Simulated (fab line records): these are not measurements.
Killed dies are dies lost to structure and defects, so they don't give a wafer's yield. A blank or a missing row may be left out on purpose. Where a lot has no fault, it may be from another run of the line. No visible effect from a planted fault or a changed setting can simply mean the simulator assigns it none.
Which tool did it? -- flow gf180mcu -- 11 lots with 32 wafers sampled at 4 steps, on a route of 602 steps

== WHAT EACH GAUGE READ, for each wafer ==
GF_V5_RS_MEAS_24: measures by four-point-probe.
lot,measured,on,V5_W_RS (ohm/sq)
L870,day 26 23:58,filmMetro-02,0.324 0.322 0.322
L871,day 27 08:19,filmMetro-02,0.329 0.328 0.324
L872,day 27 14:59,filmMetro-01,0.325 0.323 0.328
L875,day 28 14:29,filmMetro-02,0.326 0.328 0.324
L876,day 28 23:08,filmMetro-02,0.327 0.328 0.327
L877,day 29 18:29,filmMetro-01,0.324 0.328 0.328
L879,day 30 06:42,filmMetro-04,0.332 0.330 0.333
L880,day 31 00:03,filmMetro-02,0.326 0.327 0.327
L881,day 31 05:59,filmMetro-02,0.329 0.329
L883,day 31 17:40,filmMetro-01,0.637 0.328 0.329
L882,day 31 18:23,filmMetro-02,0.652 0.328 0.327

== EACH LOT AND THE TOOL THAT RAN IT (in order: tool; ch and the chambers of the sampled wafers; start) ==
lot,GF_M4_SPUTTER_01,GF_V4_ETCH_16,GF_V5_CVD_23
L870,"pvdSputter-01, day 22 04:01","rieDiel-01 ch 0,1,3, day 24 03:35","cvdW-02 ch 0,1, day 26 23:49"
L871,"pvdSputter-03, day 22 12:48","rieDiel-01 ch 0,1,2, day 24 11:32","cvdW-02 ch 0,1, day 27 08:12"
L872,"pvdSputter-02, day 22 21:51","rieDiel-01 ch 0,1,3, day 24 19:47","cvdW-02 ch 0,1, day 27 14:51"
L875,"pvdSputter-03, day 23 23:31","rieDiel-04 ch 1,3, day 25 20:11","cvdW-02 ch 0,1, day 28 14:21"
L876,"pvdSputter-02, day 24 10:45","rieDiel-03 ch 0,1,2, day 26 07:10","cvdW-02 ch 1, day 28 23:01"
L877,"pvdSputter-02, day 25 09:04","rieDiel-01 ch 0,1, day 27 04:14","cvdW-02 ch 0,1, day 29 18:22"
L879,"pvdSputter-03, day 25 21:27","rieDiel-04 ch 2,3, day 27 16:22","cvdW-01 ch 0,1, day 30 06:35"
L880,"pvdSputter-03, day 26 18:14","rieDiel-03 ch 0,1, day 28 11:53","cvdW-02 ch 0,1, day 30 23:55"
L881,"pvdSputter-02, day 27 02:28","rieDiel-03 ch 0,2, day 28 19:35","cvdW-02 ch 1, day 31 05:51"
L883,"pvdSputter-02, day 27 12:56","rieDiel-04 ch 0,1, day 29 06:04","cvdW-02 ch 0,1, day 31 17:34"
L882,"pvdSputter-01, day 27 14:19","rieDiel-03 ch 1,3, day 29 06:50","cvdW-02 ch 0,1, day 31 18:15"
- GF_M4_SPUTTER_01: material TiN, target thk 30 nm, time 25 s.
- GF_V4_ETCH_16: etches BARC in N2/H2.
- GF_V5_CVD_23: deposits W, target thk 350 nm, time 104.9 s.

== THE ANSWER, worked out from the rows above alone ==
Rule: what is usual is taken from the lots themselves. Put in order of their means at a reading, lots are off if they are a third of the lots or fewer, leave a main group of 4 or more, and stand apart from it by a gap of 3 or more times the standard deviation of the main group's means; of several such gaps the widest counts. The tables above print the reading to a certain number of digits; a main group whose means all agree to those digits is not used. A lot without any number at a reading at which 4 lots or more have one is off too. All remaining lots with rows at the step are treated as sound.
Off: L883, L882, seen at GF_V5_RS_MEAS_24 (V5_W_RS). The main group has a mean of 0.327 ohm/sq with a standard deviation of 0.0023.
A tool fits if, at a process step before that reading, it ran every lot that is off, and no sound lot after the first of them. Those tools and the gauges at GF_V5_RS_MEAS_24 are tried in the same way. One fits: cvdW-02 at GF_V5_CVD_23. Its last sound lot is L881 (day 31 05:51), its first lot that is off L883 (day 31 17:34): a fault that began between those two fits.

== WHAT THE SIMULATOR HAD PUT IN ==
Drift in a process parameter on cvdW-02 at GF_V5_CVD_23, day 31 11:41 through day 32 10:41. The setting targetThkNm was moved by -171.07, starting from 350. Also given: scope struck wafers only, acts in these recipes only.
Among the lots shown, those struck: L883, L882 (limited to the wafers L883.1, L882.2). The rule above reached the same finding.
